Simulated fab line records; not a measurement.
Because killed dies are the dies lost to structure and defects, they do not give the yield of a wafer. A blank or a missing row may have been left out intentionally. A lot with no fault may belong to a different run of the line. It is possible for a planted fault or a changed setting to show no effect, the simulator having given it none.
fab line records -- flow sky130
[record] lots = 12, wafers = 34, last-day = 50
route steps=708 shown VT_ADJUST_HVTP@92 CONTACT@422 METAL1@437 METAL2@500
lots that met no fault: taken from a fault-free run of the same line
start-h: hours from the record's first day to the start of the lot's first wafer shown -- wait-h: how many hours have passed since the lot's step before this one -- " repeats the value in the row above -- L1.1+2: several wafers, shown together as one row -- - no value, or no start was given -- * or withheld: withheld -- < > ~ a bound
route shown NAME@n: names a module that has steps shown in the file, with the first one's number in the route -- usual: the fault-free wafers' mean and standard deviation -- same: alike in all rows -- chamber/n: place in a boat -- sites: per-site readings -- _std_site: the values' standard deviation -- _edge_site: the outer-site mean with the inner-site mean subtracted -- radius-mm: how far each site lies from the wafer's centre -- mask NAME#n: copy n -- behind: tool/chamber where the wafer was last shaped -- hold: why the lot went on hold/how many hours it stayed there/how the hold came to an end -- device: the transistor (n, p or np) that didn't switch -- end of line: tests of these same wafers at the route's end -- where a step has no rows: the recipe by itself -- killed: dies lost to structure and defects at the first sort, not the wafer's yield -- map: shows each die of a wafer: x if killed, . if not, _ if none is there
set.NAME: the setting that was run; set.NAME@STEP: the one run at that earlier step -- model.NAME: the simulator's own value behind a step, which no gauge read
a sample of lots followed through the steps of the route, with each step as a table and each wafer as a row
services: the hour from which a tool's chamber was out of use, counted from the record's first day as start-h (under 0 if before that day), plus the number of hours and why
[[steps]]
[step SKY_VT_ADJUST_HVTP_CD_MEAS_07]
[recipe] target-cd-nm = 380
[usual] cd-nm = 380.0/2.4
lot.wafer,tool,chamber,start-h,wait-h,cd-nm
L608.1,cd-sem-01,-,123.53,0.1,379.5
L608.3,cd-sem-01,-,123.53,0.1,378.2
L608.5,cd-sem-01,-,123.53,0.1,380.7
L609.2,cd-sem-02,-,128.99,0.1,382.5
L609.3,cd-sem-02,-,128.99,0.1,382.1
L609.5,cd-sem-02,-,128.99,0.1,383.1
L610.1,cd-sem-02,-,136.11,0.1,378.3
L610.3,cd-sem-02,-,136.11,0.1,379.9
L610.5,cd-sem-02,-,136.11,0.1,378.8
L611.3,cd-sem-01,-,145.16,0.1,378.2
L611.4,cd-sem-01,-,145.16,0.1,381.2
L611.6,cd-sem-01,-,145.16,0.1,381.1
L617.1,cd-sem-02,-,178.26,0.1,377.0
L617.2,cd-sem-02,-,178.26,0.1,375.2
L618.1,cd-sem-01,-,182.62,0.1,381.6
L618.2,cd-sem-01,-,182.62,0.1,382.9
L618.6,cd-sem-01,-,182.62,0.1,384.4
L621.1,cd-sem-01,-,202.41,0.1,378.7
L621.3,cd-sem-01,-,202.41,0.1,380.2
L625.1,cd-sem-02,-,235.73,0.1,384.5
L625.2,cd-sem-02,-,235.73,0.1,380.2
L625.3,cd-sem-02,-,235.73,0.1,380.6
L628.1,cd-sem-01,-,251.22,0.1,382.2
L628.3,cd-sem-01,-,251.22,0.1,382.3
L628.5,cd-sem-01,-,251.22,0.1,380.5
L629.3,cd-sem-01,-,262.12,0.1,381.7
L629.4,cd-sem-01,-,262.12,0.1,376.9
L629.6,cd-sem-01,-,262.12,0.1,379.4
L630.2,cd-sem-01,-,263.34,0.1,379.7
L630.3,cd-sem-01,-,263.34,0.1,381.5
L630.5,cd-sem-01,-,263.34,0.1,381.0
L631.4,cd-sem-02,-,270.33,0.1,381.2
L631.5,cd-sem-02,-,270.33,0.1,381.1
L631.6,cd-sem-02,-,270.33,0.1,378.2
[step SKY_CONTACT_ETCH_16]
[recipe] chemistry = N2/H2, target = BARC, ion-energy-ev = 200, source-w = 500, bias-w = 100, pressure-mtorr = 30, n2-flow-sccm = 100, h2-flow-sccm = 200, stop-on = SiO2, time-s = 45.9, target-depth-a = 600
[usual] drypump-motor-current-A = 5.7/0.35, h2-flow-sccm = 200.0/0.61, oes-product-au = 0.855/0.0043, throttle-valve-pct = 13.224/0.01
lot.wafer,tool,chamber,start-h,wait-h,drypump-motor-current-A,h2-flow-sccm,oes-product-au,rf-hours-counter-h,throttle-valve-pct
L608.1,rie-diel-04,3,734.99,0.0,5.9,200.7,0.856,16,13.214
L608.3,rie-diel-04,0,734.99,0.0,5.5,199.4,0.856,12,13.240
L608.5,rie-diel-04,0,734.99,0.0,5.6,199.5,0.860,-,13.218
L609.2,rie-diel-01,0,740.07,0.0,5.6,199.7,0.852,11,13.238
L609.3,rie-diel-01,1,740.07,0.0,5.8,199.9,0.845,5,13.224
L609.5,rie-diel-01,0,740.07,0.0,5.6,199.2,0.854,-,13.237
L610.1,rie-diel-01,2,748.61,0.0,5.8,200.2,0.853,28,13.221
L610.3,rie-diel-01,0,748.61,0.0,5.5,200.2,0.862,11,13.245
L610.5,rie-diel-01,1,748.61,0.0,5.8,200.3,0.853,-,13.242
L611.3,rie-diel-04,3,771.42,0.0,5.9,200.1,0.863,17,13.229
L611.4,rie-diel-04,2,771.42,0.0,6.4,199.4,0.850,21,13.214
L611.6,rie-diel-04,0,771.42,0.0,5.6,199.1,0.863,-,13.220
L617.1,rie-diel-01,0,805.84,0.0,5.5,200.3,0.851,13,13.225
L617.2,rie-diel-01,3,805.84,0.0,5.3,199.8,0.847,15,13.229
L618.1,rie-diel-01,0,811.39,0.0,5.5,199.6,0.853,13,13.220
L618.2,rie-diel-01,1,811.39,0.0,5.8,198.6,0.852,7,13.219
L618.6,rie-diel-01,1,811.39,0.0,5.9,199.6,0.860,-,13.219
L621.1,rie-diel-01,3,836.98,0.0,5.4,199.3,0.865,16,13.230
L621.3,rie-diel-01,1,836.98,0.0,5.9,199.4,0.859,7,13.231
L625.1,rie-diel-04,3,867.33,0.0,5.9,200.5,0.853,20,13.231
L625.2,rie-diel-04,1,867.33,0.0,5.2,199.7,0.860,22,13.233
L625.3,rie-diel-04,0,867.33,0.0,5.6,199.7,0.852,17,13.214
L628.1,rie-diel-04,0,891.83,0.0,5.6,200.2,0.856,18,13.226
L628.3,rie-diel-04,3,891.83,0.0,5.9,200.3,0.859,21,13.218
L628.5,rie-diel-04,0,891.83,0.0,5.6,199.5,0.854,-,13.224
L629.3,rie-diel-01,1,896.32,0.0,5.9,199.7,0.852,10,13.219
L629.4,rie-diel-01,0,896.32,0.0,5.6,198.8,0.855,17,13.230
L629.6,rie-diel-01,2,896.32,0.0,5.9,199.4,0.858,-,13.216
L630.2,rie-diel-03,1,904.17,0.0,5.6,200.3,0.859,4,13.225
L630.3,rie-diel-03,2,904.17,0.0,5.7,200.1,0.853,25,13.216
L630.5,rie-diel-03,0,904.17,0.0,5.3,199.4,0.849,-,13.239
L631.4,rie-diel-04,0,907.84,0.0,5.5,201.2,0.863,18,13.231
L631.5,rie-diel-04,0,907.84,0.0,5.6,199.8,0.854,-,13.242
L631.6,rie-diel-04,1,907.84,0.0,5.2,200.2,0.855,-,13.223
[step SKY_CONTACT_STRIP_19]
[recipe] chemistry = O2/N2, power-w = 1400, pressure-mtorr = 1500, platen-temp-c = withheld, o2-flow-sccm = 3000, n2-flow-sccm = 300, overash-fraction = 0.5
[usual] drypump-motor-current-A = 5.5/0.34, oes-product-au = 0.380/0.0048, strip-time-to-endpoint-s = 3.608/0.029
lot.wafer,tool,chamber,start-h,wait-h,drypump-motor-current-A,oes-product-au,rf-hours-counter-h,strip-time-to-endpoint-s
L608.1,plasma-asher-01,1,735.12,-,5.8,0.377,31,3.584
L608.3,plasma-asher-01,1,735.12,-,5.8,0.387,-,3.657
L608.5,plasma-asher-01,0,735.12,-,5.4,0.376,-,3.639
L609.2,plasma-asher-01,0,740.20,-,5.4,0.380,32,3.591
L609.3,plasma-asher-01,1,740.20,-,5.8,0.380,-,3.612
L609.5,plasma-asher-01,1,740.20,-,5.8,0.385,-,3.562
L610.1,plasma-asher-03,1,748.74,-,5.0,0.387,92,3.622
L610.3,plasma-asher-03,0,748.74,-,5.0,0.393,-,3.562
L610.5,plasma-asher-03,1,748.74,-,5.1,0.378,-,3.655
L611.3,plasma-asher-01,1,771.58,-,5.8,0.386,-,3.583
L611.4,plasma-asher-01,0,771.58,-,5.5,0.388,-,3.562
L611.6,plasma-asher-01,0,771.58,-,5.5,0.371,-,3.625
L617.1,plasma-asher-03,1,805.97,-,5.1,0.370,98,3.436
L617.2,plasma-asher-03,0,805.97,-,5.1,0.385,98,3.575
L618.1,plasma-asher-03,0,811.52,-,5.0,0.365,99,3.414
L618.2,plasma-asher-03,1,811.52,-,5.1,0.381,99,3.625
L618.6,plasma-asher-03,0,811.52,-,5.0,0.378,-,3.591
L621.1,plasma-asher-03,1,837.11,-,5.1,0.376,102,3.463
L621.3,plasma-asher-03,1,837.11,-,5.1,0.391,-,3.611
L625.1,plasma-asher-01,1,867.46,-,5.8,0.383,46,3.570
L625.2,plasma-asher-01,0,867.46,-,5.5,0.372,46,3.559
L625.3,plasma-asher-01,0,867.46,-,5.4,0.377,-,3.627
L628.1,plasma-asher-03,1,891.96,-,5.0,0.380,107,3.683
L628.3,plasma-asher-03,1,891.96,-,5.1,0.371,-,3.636
L628.5,plasma-asher-03,1,891.96,-,5.1,0.384,-,3.670
L629.3,plasma-asher-03,1,896.48,-,5.0,0.382,-,3.624
L629.4,plasma-asher-03,0,896.48,-,5.0,0.376,-,3.627
L629.6,plasma-asher-03,1,896.48,-,5.1,0.385,-,3.648
L630.2,plasma-asher-01,0,904.30,-,5.5,0.383,50,3.636
L630.3,plasma-asher-01,1,904.30,-,5.9,0.380,-,3.634
L630.5,plasma-asher-01,0,904.30,-,5.5,0.376,-,3.623
L631.4,plasma-asher-01,1,908.00,-,5.8,0.385,-,3.631
L631.5,plasma-asher-01,1,908.00,-,5.8,0.387,-,3.627
L631.6,plasma-asher-01,0,908.00,-,5.4,0.371,-,3.558
[step SKY_METAL1_SPUTTER_03]
[recipe] material = Ti, target-thk-nm = 5, power-w = 3000, time-s = 3.3, chamber-pressure-pa = 0.4
[usual] throttle-valve-pct = 30.1/1.1
lot.wafer,tool,chamber,start-h,wait-h,throttle-valve-pct
L608.1,pvd-sputter-01,-,736.47,0.0,30.2
L608.3,pvd-sputter-01,-,736.47,0.0,30.5
L608.5,pvd-sputter-01,-,736.47,0.0,31.4
L609.2,pvd-sputter-03,-,741.55,0.0,28.9
L609.3,pvd-sputter-03,-,741.55,0.0,30.0
L609.5,pvd-sputter-03,-,741.55,0.0,29.0
L610.1,pvd-sputter-03,-,750.09,0.0,29.2
L610.3,pvd-sputter-03,-,750.09,0.0,31.1
L610.5,pvd-sputter-03,-,750.09,0.0,29.1
L611.3,pvd-sputter-04,-,772.86,0.0,29.4
L611.4,pvd-sputter-04,-,772.86,0.0,30.6
L611.6,pvd-sputter-04,-,772.86,0.0,29.3
L617.1,pvd-sputter-04,-,807.28,0.0,30.5
L617.2,pvd-sputter-04,-,807.28,0.0,28.7
L618.1,pvd-sputter-04,-,812.83,0.0,30.5
L618.2,pvd-sputter-04,-,812.83,0.0,28.6
L618.6,pvd-sputter-04,-,812.83,0.0,29.7
L621.1,pvd-sputter-03,-,838.48,0.0,29.0
L621.3,pvd-sputter-03,-,838.48,0.0,29.2
L625.1,pvd-sputter-01,-,868.82,0.0,30.4
L625.2,pvd-sputter-01,-,868.82,0.0,30.5
L625.3,pvd-sputter-01,-,868.82,0.0,31.3
L628.1,pvd-sputter-01,-,893.28,0.0,30.4
L628.3,pvd-sputter-01,-,893.28,0.0,31.7
L628.5,pvd-sputter-01,-,893.28,0.0,30.8
L629.3,pvd-sputter-04,-,897.77,0.0,29.0
L629.4,pvd-sputter-04,-,897.77,0.0,32.3
L629.6,pvd-sputter-04,-,897.77,0.0,32.5
L630.2,pvd-sputter-03,-,905.81,0.0,28.8
L630.3,pvd-sputter-03,-,905.81,0.0,29.1
L630.5,pvd-sputter-03,-,905.81,0.0,28.9
L631.4,pvd-sputter-01,-,909.29,0.0,29.8
L631.5,pvd-sputter-01,-,909.29,0.0,30.4
L631.6,pvd-sputter-01,-,909.29,0.0,30.2
[step SKY_METAL2_DESCUM_17]
[recipe] chemistry = O2, source-power-w = 150, bias-power-w = 0, pressure-mtorr = 10, temp-c = 40, time-s = 8
[usual] drypump-motor-current-A = 5.9/0.49, oes-product-au = 1.000/0.012
lot.wafer,tool,chamber,start-h,wait-h,drypump-motor-current-A,oes-product-au,rf-hours-counter-h
L608.1,rie-metal-01,0,819.27,0.0,5.5,0.995,11
L608.3,rie-metal-01,0,819.27,0.0,5.5,0.997,-
L608.5,rie-metal-01,1,819.27,0.0,5.4,0.989,-
L609.2,rie-metal-04,1,824.14,0.0,6.7,1.005,7
L609.3,rie-metal-04,1,824.14,0.0,6.7,1.006,-
L609.5,rie-metal-04,1,824.14,0.0,6.8,1.014,-
L610.1,rie-metal-04,0,832.64,0.0,6.4,1.028,9
L610.3,rie-metal-04,1,832.64,0.0,6.7,1.005,-
L610.5,rie-metal-04,1,832.64,0.0,6.7,1.011,-
L611.3,rie-metal-03,1,855.48,0.0,6.1,0.999,-
L611.4,rie-metal-03,0,855.48,0.0,5.4,1.000,-
L611.6,rie-metal-03,1,855.48,0.0,6.1,1.006,-
L617.1,rie-metal-03,1,889.02,0.0,6.1,1.005,7
L617.2,rie-metal-03,0,889.02,0.0,5.4,0.989,17
L618.1,rie-metal-01,1,894.57,0.0,5.3,0.996,13
L618.2,rie-metal-01,1,894.57,0.0,5.3,0.976,-
L618.6,rie-metal-01,1,894.57,0.0,5.3,0.985,-
L621.1,rie-metal-04,0,917.67,0.0,6.4,1.014,13
L621.3,rie-metal-04,0,917.67,0.0,6.4,1.018,-
L625.1,rie-metal-04,0,948.27,0.0,6.4,1.005,14
L625.2,rie-metal-04,1,948.27,0.0,6.7,1.005,13
L625.3,rie-metal-04,1,948.27,0.0,6.7,1.014,-
L628.1,rie-metal-04,1,971.32,0.0,6.8,1.011,14
L628.3,rie-metal-04,0,971.32,0.0,6.4,1.011,-
L628.5,rie-metal-04,1,971.32,0.0,6.8,0.997,-
L629.3,rie-metal-01,1,975.10,0.0,5.3,0.981,-
L629.4,rie-metal-01,0,975.10,0.0,5.5,0.992,-
L629.6,rie-metal-01,1,975.10,0.0,5.3,0.984,-
L630.2,rie-metal-03,1,984.02,0.0,6.1,0.997,13
L630.3,rie-metal-03,1,984.02,0.0,6.1,1.012,-
L630.5,rie-metal-03,1,984.02,0.0,6.1,1.011,-
L631.4,rie-metal-03,1,986.79,0.0,6.1,1.006,-
L631.5,rie-metal-03,1,986.79,0.0,6.1,0.992,-
L631.6,rie-metal-03,0,986.79,0.0,5.4,0.997,-
[[services]]
tool,chamber,start-h,hours,kind
plasma-asher-03,-,712.82,2.8,pm
rie-metal-01,0,719.84,3.6,repair
pvd-sputter-04,-,720.17,10.2,repair
rie-metal-03,-,729.44,14.6,pm
plasma-asher-01,-,738.13,1.7,repair
pvd-sputter-01,-,743.02,11.9,repair
rie-metal-03,1,744.07,29.0,repair
pvd-sputter-04,-,803.92,2.6,repair
rie-diel-01,2,810.21,1.4,repair
pvd-sputter-03,-,825.67,2.4,repair
rie-diel-04,1,828.45,9.7,repair
rie-diel-04,3,836.02,1.4,repair
pvd-sputter-04,-,847.47,0.7,repair
rie-metal-03,1,869.59,1.9,repair
rie-diel-01,1,872.11,2.4,repair
pvd-sputter-03,-,873.19,15.0,repair
rie-metal-04,-,911.98,0.4,repair
pvd-sputter-04,-,916.36,3.7,repair
pvd-sputter-03,-,926.00,1.3,repair
rie-diel-01,2,930.93,3.9,repair
plasma-asher-01,-,966.95,3.2,repair
pvd-sputter-04,-,967.10,2.8,repair
rie-diel-04,0,969.95,19.9,repair
rie-metal-04,-,984.40,0.2,repair
[[key]]
[first-sign] step = SKY_CONTACT_STRIP_19, reading = strip-time-to-endpoint-s, direction = down, sigmas = 5.9, usual = *, struck = *
effect none on later readings
met-at SKY_CONTACT_ETCH_16
struck-lots L617,L618,L621
struck-wafers L617.1,L618.1,L621.1
tester-left-out L617,L618,L621
not-acting-at SKY_VT_ADJUST_HVTP_CD_MEAS_07,SKY_METAL1_SPUTTER_03,SKY_METAL2_DESCUM_17
onset-between 748.61 805.84
[fault] kind = process-parameter-drift, tool = rie-diel-01, chamber = -, onset-h = 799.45, steps = SKY_CONTACT_ETCH_16, channel = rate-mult, offset = 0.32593, shape = step, end-h = 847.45, scope = struck-wafers-only
// tester-left-out: of these lots the tester's yield and bins aren't shown, on N5 and GAA mostly nor the transistor test; their killed dies are dies lost to structure and defects alone, not to doping, threshold or leakage, so they don't give the yield
